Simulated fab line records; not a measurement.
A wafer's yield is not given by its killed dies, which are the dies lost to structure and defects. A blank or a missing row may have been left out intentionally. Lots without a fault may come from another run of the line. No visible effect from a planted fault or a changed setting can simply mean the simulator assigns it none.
Which tool was responsible? -- flow sky130 -- 12 lots, 36 wafers sampled, at 5 steps of a route of 708

## WHAT THE GAUGES SHOWED, per wafer
SKY_NWELL_TW_MEAS_15.
lot,measured,on,NWELL_TW
L409,day 4 11:32,film metro-02,1832 1838 1837
L410,day 4 19:16,film metro-02,1829 1821 1828
L414,day 5 20:32,film metro-01,1815 1824 1825
L415,day 6 03:28,film metro-04,1827 1832 1827
L422,day 7 18:06,film metro-04,1721 1720 1714
L424,day 8 04:40,film metro-01,1711 1713 1719
L426,day 8 15:35,film metro-01,1827 1826 1828
L428,day 9 05:47,film metro-01,1830 1832 1828
L429,day 9 10:26,film metro-02,1848 1830 1837
L430,day 9 15:54,film metro-04,1820 1813 1824
L431,day 9 21:19,film metro-01,1832 1838 1835
L432,day 10 06:39,film metro-01,1825 1822 1824

SKY_NWELL_RS_MEAS_29: measures by four-point-probe.
lot,measured,on,NWELL_RS (ohm/sq)
L409,day 5 05:54,film metro-02,624.1 622.5 621.3
L410,day 5 14:38,film metro-02,624.5 625.1 625.4
L414,day 6 15:59,film metro-02,623.5 622.9 624.9
L415,day 6 22:26,film metro-02,624.7 625.8 626.7
L422,day 8 15:10,film metro-04,701.3 702.3 701.3
L424,day 9 01:45,film metro-01,697.3 698.0 697.2
L426,day 9 13:30,film metro-04,625.4 626.2 623.9
L428,day 10 03:59,film metro-04,627.6 626.3 628.1
L429,day 10 08:19,film metro-04,623.8 623.3 624.0
L430,day 10 14:51,film metro-04,624.2 627.3 625.7
L431,day 10 20:31,film metro-01,625.3 624.7 623.6
L432,day 11 05:39,film metro-01,624.9 626.5 626.2

SKY_SD_N_OVL_MEAS_08.
lot,measured,on,SD_N_OVL (nm)
L409,day 27 17:09,overlay-02,0.6 1.0 1.2
L410,day 28 05:18,overlay-02,0.4 -1.0 -0.8
L414,day 29 18:27,overlay-01,1.4 0.2 0.1
L415,day 30 07:26,overlay-01,-0.1 1.7 0.5
L422,day 32 11:29,overlay-01,2.6 1.8 1.3
L424,day 32 23:45,overlay-01,1.5 1.0 3.0
L426,day 33 18:05,overlay-01,3.0 4.4 2.0
L428,day 34 05:37,overlay-01,0.8 1.7 2.6
L429,day 34 12:56,overlay-02,2.0 4.0 2.7
L430,day 34 15:53,overlay-01,1.3 1.9 0.6
L431,day 35 01:13,overlay-01,1.3 0.9 1.4
L432,day 35 10:41,overlay-01,2.9 1.4 1.9

SKY_LOCAL_INTERCONNECT_CD_MEAS_11: the cd target is 170 nm.
lot,measured,on,cd nm (nm)
L409,day 30 04:53,cd sem-01,166.8 165.5 164.8
L410,day 30 17:48,cd sem-02,170.2 171.7 171.5
L414,day 32 04:16,cd sem-01,170.6 170.4 170.3
L415,day 32 16:26,cd sem-01,172.3 171.5 170.9
L422,day 34 20:11,cd sem-02,171.2 170.3 170.9
L424,day 35 07:14,cd sem-02,168.2 169.2 169.1
L426,day 36 01:21,cd sem-01,172.6 170.8 172.8
L428,day 36 12:56,cd sem-02,169.0 168.4 166.6
L429,day 36 20:43,cd sem-02,170.1 169.7 170.9
L430,day 36 22:35,cd sem-01,170.7 169.7 170.2
L431,day 37 07:48,cd sem-01,169.7 170.9 170.8
L432,day 37 17:22,cd sem-02,170.0 170.7 171.0

## WHAT TOOL EACH LOT RAN ON (gives the tool, then ch and the chambers of the sampled wafers, and finally the start)
lot,SKY_NWELL_IMPLANT_11
L409,"implanter-02 ch 0, day 4 11:01"
L410,"implanter-02 ch 0, day 4 18:44"
L414,"implanter-03 ch 0, day 5 20:02"
L415,"implanter-03 ch 0, day 6 02:56"
L422,"implanter-02 ch 0, day 7 17:34"
L424,"implanter-02 ch 0, day 8 04:09"
L426,"implanter-04 ch 0, day 8 15:02"
L428,"implanter-04 ch 0, day 9 05:14"
L429,"implanter-03 ch 0, day 9 09:53"
L430,"implanter-04 ch 0, day 9 15:22"
L431,"implanter-04 ch 0, day 9 20:46"
L432,"implanter-04 ch 0, day 10 06:06"
- SKY_NWELL_IMPLANT_11

## AS READ BY THE TOOLS THEMSELVES (means over the sampled wafers that have a number; for cases with no such wafer, the mark the record gives instead)
SKY_NWELL_IMPLANT_11.
lot,tool,beam on s (s),faraday current uA
L409,implanter-02,9.95,107.5
L410,implanter-02,9.98,107.6
L414,implanter-03,10.04,106.9
L415,implanter-03,9.95,107.7
L422,implanter-02,8.14,131.6
L424,implanter-02,8.09,132.5
L426,implanter-04,9.92,107.9
L428,implanter-04,10.14,105.8
L429,implanter-03,10.06,106.4
L430,implanter-04,9.96,107.9
L431,implanter-04,9.83,108.8
L432,implanter-04,10.10,106.0

## THE ANSWER, worked out from the rows above alone
Rule: the usual values come from the lots themselves. The widest of any qualifying gaps counts: lots, ordered by their means at a reading, are off when they make up no more than a third of the lots, leave a main group of 4 or more, and stand apart from it by 3 or more times the standard deviation of that group's means. A main group whose means are all the same, to the digits that the tables above print for the reading, isn't used. A lot without any number at a reading at which 4 lots or more have one is off too. The other lots that the step has rows for count as sound. After the gauges, taken in route order, come the tools' own readings; for these a lot's mean is taken, as printed above. The first step at which some lot is off is used, and at that step the reading that is off furthest; a lot without a number counts as furthest.
Off: at SKY_NWELL_TW_MEAS_15 (NWELL_TW), L422, L424. Main group: mean 1828, sd 6.1.
A tool fits if, at a process step before that reading, it ran every lot that is off, and no sound lot after the first of them. Not tried: the gauges at SKY_NWELL_TW_MEAS_15; whatever is off there is also off at SKY_NWELL_IMPLANT_11, on other tools, and gauge error can't account for it. One fits: SKY_NWELL_IMPLANT_11 on implanter-02. Its last sound lot is L410 (day 4 18:44), its first lot that is off L422 (day 7 17:34): a fault that began between those two fits.
The tool's own readings at SKY_NWELL_IMPLANT_11 bear it out: on the lots that are off they differ by more than 5 times the standard deviation of the sound lots' means. beam on s reads 8.12 s there against 9.99 s on the sound lots; faraday current uA reads 132.1 there against 107.2 on the sound lots.

## WHAT THE SIMULATOR HAD PUT IN
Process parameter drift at SKY_NWELL_IMPLANT_11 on implanter-02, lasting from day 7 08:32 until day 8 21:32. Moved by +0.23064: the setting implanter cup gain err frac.
Struck lots among those shown: L422, L424. The same result came from the rule above.
